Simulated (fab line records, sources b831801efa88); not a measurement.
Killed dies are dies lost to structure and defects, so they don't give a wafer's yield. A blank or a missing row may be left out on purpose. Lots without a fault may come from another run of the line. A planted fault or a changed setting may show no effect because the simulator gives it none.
A struck lot beside a sound one | flow sfq_line | 15 steps out of a route of 325
Sound: wafers L463.2, L463.3, L463.5. Struck: wafer L478.2. (L478.5 of the same lot was not struck and is left out.) The cause comes at the end.
At each step with rows: each side's tool, then ch and its chambers, then its first start. Under that, the readings that differ: sound wafers | struck wafers | difference of the means | sigmas: that difference in standard deviations of wafers without a fault.
alike: readings whose means differ by less than 2 such deviations, and words and numbers that are the same on both sides. not compared: withheld readings, readings that some wafer has no value for, bounds like >300 that may hide the same value, and numbers for which the record gives no deviation and whose values overlap.
The two part at a step that has a row with sigmas, a row that says differs or no value, or rows on one side only. Numbers that don't overlap but have no deviation are shown without sigmas and don't part them. A reading that every wafer of one side lacks parts them only if that side has two wafers or more.

SFQ_TRILAYER_R5_DEP_SPUTTER_132: material Ti, target thk 5 nm, time 5 s.
  sound on pvd_sputter-06, day 58 17:51; struck on pvd_sputter-04, day 65 16:11
  alike: throttle_valve_pct
SFQ_TRILAYER_R5_DEP_SPUTTER_133: material MoNx, target thk 40 nm, time 66.7 s.
  sound on pvd_sputter-06, day 58 17:52; struck on pvd_sputter-04, day 65 16:13
  alike: throttle_valve_pct
SFQ_TRILAYER_R5_DEP_SPUTTER_134: material Ti, target thk 5 nm, time 5 s.
  sound on pvd_sputter-06, day 58 17:56; struck on pvd_sputter-04, day 65 16:16
  alike: throttle_valve_pct
SFQ_R5_RS_MEAS_933: measures by four-point-probe.
  sound on film_metro-02, day 58 17:58; struck on film_metro-03, day 65 16:18
  reading             | sound          | struck | difference | sigmas
  R5_MONX_RS (ohm/sq) | 7.12 7.14 7.12 | 6.94   | -0.19      | -3
SFQ_R5_THK_MEAS_934: measures by xrf.
  sound on film_metro-02, day 58 18:04; struck on film_metro-03, day 65 16:25
  alike: R5_MONX_THK
then, 6 steps without rows for these wafers: SFQ_TRILAYER_R5_LITHO_COAT_141 (resist thk 62 nm); SFQ_TRILAYER_R5_LITHO_COAT_136 (resist thk 600 nm); SFQ_TRILAYER_R5_LITHO_SOFTBAKE_140; SFQ_TRILAYER_R5_LITHO_EXPOSE_137 (exposes mask R5, target cd 500 nm); SFQ_TRILAYER_R5_LITHO_PEB_139 (peb time 60 s); SFQ_TRILAYER_R5_LITHO_DEVELOP_138 (time 60 s).
-- the record jumps here: 4 days lie between the struck wafers' starts before and after --
SFQ_R5_OVL_MEAS_935:
  sound on overlay-01, day 58 21:35; struck on overlay-02, day 70 03:38
  alike: R5_OVL
SFQ_TRILAYER_R5_BARC_OPEN_METAL_ETCH_177: etches BARC in O2, target depth 125 nm, time 41.7 s.
  sound on rie_metal-03 ch 0,1, day 58 21:37; struck on rie_metal-04 ch 0, day 70 03:40
  reading                                             | sound             | struck | difference | sigmas
  oes_product_au (a.u.)                               | 0.685 0.688 0.693 | 0.624  | -0.065     | -13
  run_length_s (s)                                    | 69.3 70.1 69.9    | 78.4   | +8.6       | +23
  model.KrF_of_TRILAYER_R5_LITHO_COAT_136.thk_nm (nm) | 525.1 523 524     | 510.6  | -13.4      |
  alike: drypump_motor_current_A, he_backside_leak_sccm
  not compared: rf_hours_counter_h
SFQ_TRILAYER_R5_ETCH_METAL_ETCH_139: etches the open film in Cl2, stops on SiO2, target depth 60 nm, time 40 s.
  sound on rie_metal-03 ch 0,1, day 58 21:40; struck on rie_metal-04 ch 0, day 70 03:43
  reading                                             | sound           | struck | difference | sigmas
  run_length_s (s)                                    | 67.7 68.1 68.8  | 67.4   | -0.8       | -2
  model.KrF_of_TRILAYER_R5_LITHO_COAT_136.thk_nm (nm) | 501.3 499 500.2 | 486.9  | -13.3      |
  alike: drypump_motor_current_A, he_backside_leak_sccm, oes_product_au
  not compared: rf_hours_counter_h
SFQ_TRILAYER_R5_STRIP_STRIP_140: strips in O2.
  sound on rie_metal-03 ch 0,1, day 58 21:44; struck on rie_metal-04 ch 0, day 70 03:47
  alike: drypump_motor_current_A, he_backside_leak_sccm, oes_product_au
  not compared: rf_hours_counter_h

WHERE THEY PART
First at SFQ_R5_RS_MEAS_933; last, within this record, at SFQ_TRILAYER_R5_ETCH_METAL_ETCH_139. Later steps at which nothing parts them and some readings are alike: SFQ_TRILAYER_R5_STRIP_STRIP_140.

WHY: what the simulator had put in
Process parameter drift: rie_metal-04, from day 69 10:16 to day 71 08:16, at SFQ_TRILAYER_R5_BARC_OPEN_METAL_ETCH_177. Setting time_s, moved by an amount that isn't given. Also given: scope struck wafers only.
